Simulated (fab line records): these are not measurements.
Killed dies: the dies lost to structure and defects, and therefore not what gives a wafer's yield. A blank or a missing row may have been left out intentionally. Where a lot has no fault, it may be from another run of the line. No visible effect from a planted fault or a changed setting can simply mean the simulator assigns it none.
Split-lot experiment	flow sky130	on a route of 708 steps: 5 lots, 23 wafers read

ON THE SPLIT
At SKY_CAP2M_COAT_07 (resist thk 1140 nm), the setting resist thk nm was moved away from the recipe's 1140 nm on 10 of the 23 wafers read, by +2.4% to +5.9%. This setting was run at the recipe's value on the other wafers.

Split to reading: the file shows no intervening step.

THE READING
CAP2M.cd nm (the simulator's own value, which no gauge read), in nm, at SKY_CAP2M_METAL_ETCH_13 (etches TiN in Cl2/BCl3, stops on SiO2, target depth 220 nm, time 62.9 s). No usual value for it is given in the file. Across the 13 wafers here that went through the recipe, the average is 999.4 nm and the standard deviation 4 nm.

wafer	tool, chamber at the split	resist thk nm as run, nm	against the recipe	CAP2M.cd nm, nm	against lot-mates on the recipe
L076.1	litho track-01, 0	1202	+5.4%	1000	+5.0
L076.4	litho track-01, 0	1202	+5.4%	1000	+5.0
L076.2	litho track-01, 0	1140	recipe	993.3	-
L076.3	litho track-01, 0	1140	recipe	995.4	-
L076.5	litho track-01, 0	1140	recipe	996.3	-
L078.2	litho track-03, 0	1140	recipe	1005	-
L078.5	litho track-03, 0	1140	recipe	1002	-
L078.6	litho track-03, 0	1140	recipe	1003	-
L079.2	litho track-03, 0	1140	recipe	1003	-
L079.6	litho track-03, 0	1140	recipe	1003	-
L079.3	litho track-03, 0	1206	+5.8%	1008	+5.7
L079.4	litho track-03, 0	1206	+5.8%	1008	+5.7
L079.5	litho track-03, 0	1140	recipe	1001	-
L080.1	litho track-03, 0	1207	+5.9%	1001	+6.9
L080.2	litho track-03, 0	1140	recipe	993.9	-
L080.3	litho track-03, 0	1207	+5.9%	1000	+5.9
L080.4	litho track-03, 0	1140	recipe	994.3	-
L080.5	litho track-03, 0	1207	+5.9%	1003	+8.9
L085.1	litho track-01, 0	1167	+2.4%	1003	+2.0
L085.2	litho track-01, 0	1167	+2.4%	1002	+1.0
L085.3	litho track-01, 0	1140	recipe	1001	-
L085.6	litho track-01, 0	1140	recipe	1001	-
L085.5	litho track-01, 0	1167	+2.4%	1000	-1.0

THE FIT
A straight line over all 23 wafers: CAP2M.cd nm changes by +0.619 nm for each +1% of resist thk nm; r = +0.41; the points scatter about the line by 3.7 nm.
The same after taking each lot's own level away (the mean of its wafers on the recipe; 23 wafers): +1.07 nm for each +1%; r = +0.91; scatter 1.3 nm.
Per that fit: largest resist thk nm move, reading shift of 6.3 nm.
Measured against the standard deviation above, the lots' own levels, which go from 994.10 to 1003.33 nm, span 2.3 times it.
So the lot-to-lot level blurs the effect unless lot-mates are compared.
Check: +5.9 nm against its lot-mates is what the line predicts for one of the wafers moved furthest among these (+5.9%) when that wafer is left out of the fit. Against them it came out at +6.9 nm.

THESE WAFERS: OTHER SPLITS
These wafers also went through other splits before the reading. Each is held against what the fit with the lots' levels taken away leaves over:
other split on the same wafers	wafers away from the commonest value	r with CAP2M.cd nm (lot level and that fit taken away)
SKY_CAPM_DEVELOP_11 develop time s	11	-0.39
SKY_CAPM_METAL_ETCH_13 bias w	8	-0.16
SKY_VIA3_CMP_02 leave above ref nm	7	-0.07
SKY_VIA3_ETCH_14 source w	9	-0.16
SKY_VIA3_SPUTTER_20 power w	5	+0.40
SKY_METAL4_SPUTTER_04 chamber pressure pa	10	+0.45

THE WHOLE CHAIN: every reading that the file lists as answering this split, in the file's order
step	what it does	reading	change (the file's fit)	r (the file's)
SKY_CAP2M_COAT_07	resist thk 1140 nm	NOVOLAK_of_CAP2M_COAT_07.thk nm (the simulator's own value, which no gauge read)	+11.5 nm for each +1% of the setting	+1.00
SKY_CAP2M_METAL_ETCH_13	etches TiN in Cl2/BCl3, stops on SiO2, target depth 220 nm, time 62.9 s	CAP2M.cd nm (the simulator's own value, which no gauge read)	+0.997 nm for each +1% of the setting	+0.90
SKY_CAP2M_STRIP_14	strips in O2/N2	strip time to endpoint s	withheld for each +1% of the setting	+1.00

FILE'S OWN FIT
CAP2M.cd nm changes by +0.997 nm for each +1% of resist thk nm, r = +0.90.
